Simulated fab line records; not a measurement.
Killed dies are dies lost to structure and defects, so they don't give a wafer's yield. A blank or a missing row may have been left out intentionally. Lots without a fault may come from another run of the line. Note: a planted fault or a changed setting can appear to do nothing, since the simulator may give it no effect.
Problem report in the 8D (eight disciplines) form, filled by code    flow sky130    the parts of the form that need people (team, actions taken, sign-off) are left out

## 1. WHAT WENT WRONG
Mean of cd_nm at SKY_VIA2_CD_MEAS_12: 183.7 nm across 2 wafers in 2 lots; on wafers with no fault it is 200.0 nm (standard deviation 1.3). That is -13 standard deviations from the usual mean.
The step: target cd 200 nm.
First observed at day 41 08:15: wafer L391.1, on cd_sem-01. The record holds 42 wafers of 14 lots with a number at this step. Rule for "out", or "out of limits": more than 4 standard deviations from the usual mean. The rest of the wafers with a number are treated as sound.

## 2. WHAT IT IS; WHAT IT IS NOT
question                     is                    is not
which readings at this step  cd_nm                 -
which lots                   L391, L393            L377, L378, L380, L381, L383, L387, L390, L395, L396, L397, L398, L400
which wafers of those lots   L391.1, L393.5        L391.2, L391.6, L393.4, L393.6
read on which gauges         cd_sem-01, cd_sem-02  -
when                         from day 41 08:15     up to then (23 sound wafers); but 17 sound wafers of L393, L395, L396, L397, L398, L400 came after

## 3. THE SUSPECTS, EACH WITH WHAT RULES IT OUT
Counting: if a tool at a process step up to the reading ran every lot that is out, it stays a suspect. Sound lots after the first of them don't rule it out here, since some wafers of a struck lot are sound.
- the gauge at SKY_VIA2_CD_MEAS_12 is ruled out. The wafers that are out were read on 2 gauges (cd_sem-01, cd_sem-02).
- litho_track-03 at SKY_VIA2_DEVELOP_11 (develop time 60 s): kept. Every lot that is out went through it, the first being L391 (day 41 08:00); the last sound lot it ran before that was L390 (day 40 16:00).
After counting, what remains is litho_track-03 at SKY_VIA2_DEVELOP_11.

## 4. THE CAUSE (what the simulator had put in)
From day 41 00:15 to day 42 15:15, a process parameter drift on litho_track-03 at SKY_VIA2_DEVELOP_11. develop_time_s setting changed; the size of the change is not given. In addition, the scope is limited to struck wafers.
Only this tool survived the counting.

## 5. SEQUENCE OF EFFECTS, ordered by route
One row per reading whose mean, taken over the struck wafers that have a number, lies over 3 standard deviations from the usual. Only readings whose record carries a usual standard deviation are examined. hours: median over the lots of the time between each lot's start at the first step of this table that gives one and its start at this step. sigmas: the change, counted in usual standard deviations.
hours  step                 reading  usual     on struck wafers  change  sigmas
0      SKY_VIA2_CD_MEAS_12  cd_nm    200.0 nm  183.7             -16.3   -13

## 6. WHAT WOULD HAVE CAUGHT IT SOONER
8 hours passed between the start of the fault at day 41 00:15 and the first reading out of limits at a measuring or inspecting step in this record, taken at day 41 08:15.
Among the 2 lots that are out, L393 began SKY_VIA2_DEVELOP_11 on litho_track-03 after day 41 08:15. A hold on the tool at that time would have spared it.
